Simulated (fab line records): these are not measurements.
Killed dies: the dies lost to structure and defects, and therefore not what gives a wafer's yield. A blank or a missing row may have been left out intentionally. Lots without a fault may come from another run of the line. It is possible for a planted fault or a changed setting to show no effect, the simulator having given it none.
One fault seen from 2 desks || flow sky130 || every desk sees just its own numbers, and what lay behind them comes last

FOR THE TOOL OWNER'S DESK: rieMetal-03
The tool's own readings at SKY_METAL4_ETCH_16 (etches BARC in N2/H2, stops on SiO2, time 88.2 s, target depth 60 nm): means of the sampled wafers that have a number, for each lot that ran on this tool. A lot is out of limits, marked OUT, if its mean lies more than 4 standard deviations from the usual mean; the brackets give that distance.
Columns: A = drypumpMotorCurrentA at SKY_METAL4_ETCH_16, usual 5.6 A; B = n2FlowSccm at SKY_METAL4_ETCH_16, usual 100.0 sccm; C = oesProductAu at SKY_METAL4_ETCH_16, usual 0.626 a.u.; D = runLengthS at SKY_METAL4_ETCH_16, usual 116.6 s; E = throttleValvePct at SKY_METAL4_ETCH_16, usual 13.205 %
{"lot": "L456", "first seen here": "day 44 07:20", "A": 5.8, "B": 100.5, "C": 0.626, "D": 116.4, "E": 13.213}
{"lot": "L457", "first seen here": "day 44 18:05", "A": 5.5, "B": 100.3, "C": "0.699 (+17) OUT", "D": "104.4 (-26) OUT", "E": 13.209}
{"lot": "L458", "first seen here": "day 44 18:43", "A": 5.5, "B": 99.8, "C": "0.694 (+15) OUT", "D": "104.4 (-27) OUT", "E": 13.213}
This desk finds L457, L458 out of limits, L457 being first, at day 44 18:05 (oesProductAu at SKY_METAL4_ETCH_16). L456 stayed within limits.

METROLOGY DESK
What the gauges read, lot by lot, whatever tool the lot ran on: means of the sampled wafers that have a number. A lot is out of limits, marked OUT, if its mean lies more than 4 standard deviations from the usual mean; the brackets give that distance.
Columns: A = cdNm at SKY_METAL4_CD_MEAS_13, usual 300.0 nm; B = METAL4_OVL at SKY_METAL4_OVL_MEAS_14, usual -2 nm
{"lot": "L455", "first seen here": "day 43 23:10", "A": 299.8, "B": -7}
{"lot": "L456", "first seen here": "day 44 07:10", "A": 299.7, "B": -8}
{"lot": "L457", "first seen here": "day 44 17:54", "A": 300.8, "B": -3}
{"lot": "L458", "first seen here": "day 44 18:32", "A": 298.8, "B": -6}
{"lot": "L462", "first seen here": "day 45 16:51", "A": 300.2, "B": 3}
{"lot": "L470", "first seen here": "day 47 18:07", "A": 297.6, "B": -7}
Result from this desk: across the 6 lots, nothing is out of limits.

PUT TOGETHER
An alarm could have come from the tool owner's desk at day 44 18:05, on L457, L458.
The metrology desk saw nothing out of limits.
The metrology desk holds a record of L457, L458, inside its limits.
SKY_METAL4_ETCH_16 was run on rieMetal-03 by each of the lots named.

WHAT WAS PUT IN BY THE SIMULATOR
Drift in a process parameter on rieMetal-03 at SKY_METAL4_ETCH_16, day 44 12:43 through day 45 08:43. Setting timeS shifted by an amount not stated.
Lots struck among those shown: L457, L458.
Delay in hours, fault start to first out-of-limits reading, by desk: the tool owner's desk at 5.
